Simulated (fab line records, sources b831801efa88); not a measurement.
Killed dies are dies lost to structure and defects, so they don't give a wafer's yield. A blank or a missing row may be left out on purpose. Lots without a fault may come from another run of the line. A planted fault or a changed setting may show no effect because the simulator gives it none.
Chamber matching | flow gf180mcu | GF_SAB_ETCH_11 on rie_diel-01: 4 sister chambers
The step etches SiO2 in C4F8/O2/Ar, target depth 55 nm, time 8.5 s. 14 wafers are shown with their chamber, then 7 later ones without.

WAFERS WITH THEIR CHAMBER
wafer  | chamber | oes_product_au (a.u.)
L080.1 | 3       | 1.000
L080.4 | 2       | 1.005
L080.5 | 1       | 1.001
L081.1 | 1       | 0.998
L081.2 | 2       | 1.007
L081.3 | 3       | 0.997
L081.4 | 0       | 1.013
L081.5 | 0       | 1.005
L081.6 | 1       | 1.000
L085.1 | 3       | 1.001
L085.3 | 0       | 1.019
L085.4 | 1       | 1.009
L088.1 | 3       | 1.001
L088.2 | 1       | 0.994

SIGNATURES (means of the wafers above)
reading        | chamber 0 | chamber 1 | chamber 2 | chamber 3 | scatter within a chamber
oes_product_au | 1.01233   | 1.00040   | 1.00600   | 0.99975   | 0.00482
Rule: a wafer's distance from a chamber is the root of the sum, over the readings, of the square of ((its reading less the chamber's mean) divided by the reading's scatter). The wafer belongs to the nearest chamber; if the next one is less than 2 further off, it can't be placed. The scatter: the root of (the sum of the squares of (reading less its chamber's mean) over the shown wafers, divided by (wafers less chambers)).

WAFERS WITHOUT THEIR CHAMBER
wafer  | oes_product_au (a.u.)
L088.3 | 1.003
L088.4 | 0.995
L088.5 | 1.001
L088.6 | 0.994
L097.1 | 0.996
L097.2 | 0.994
L097.4 | 1.005

WHICH CHAMBER EACH WENT THROUGH
wafer  | from the rows above               | in truth
L088.3 | can't be placed: 1 or 2 or 3 or 0 | 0
L088.4 | can't be placed: 3 or 1 or 2      | 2
L088.5 | can't be placed: 1 or 3 or 2      | 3
L088.6 | can't be placed: 3 or 1 or 2      | 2
L097.1 | can't be placed: 3 or 1 or 2      | 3
L097.2 | can't be placed: 3 or 1 or 2      | 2
L097.4 | can't be placed: 2 or 1 or 3 or 0 | 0
Placed correctly: 0 of 7. Can't be placed from these rows: 7 (the true chamber is among the candidates in 7). Placed wrongly: 0.
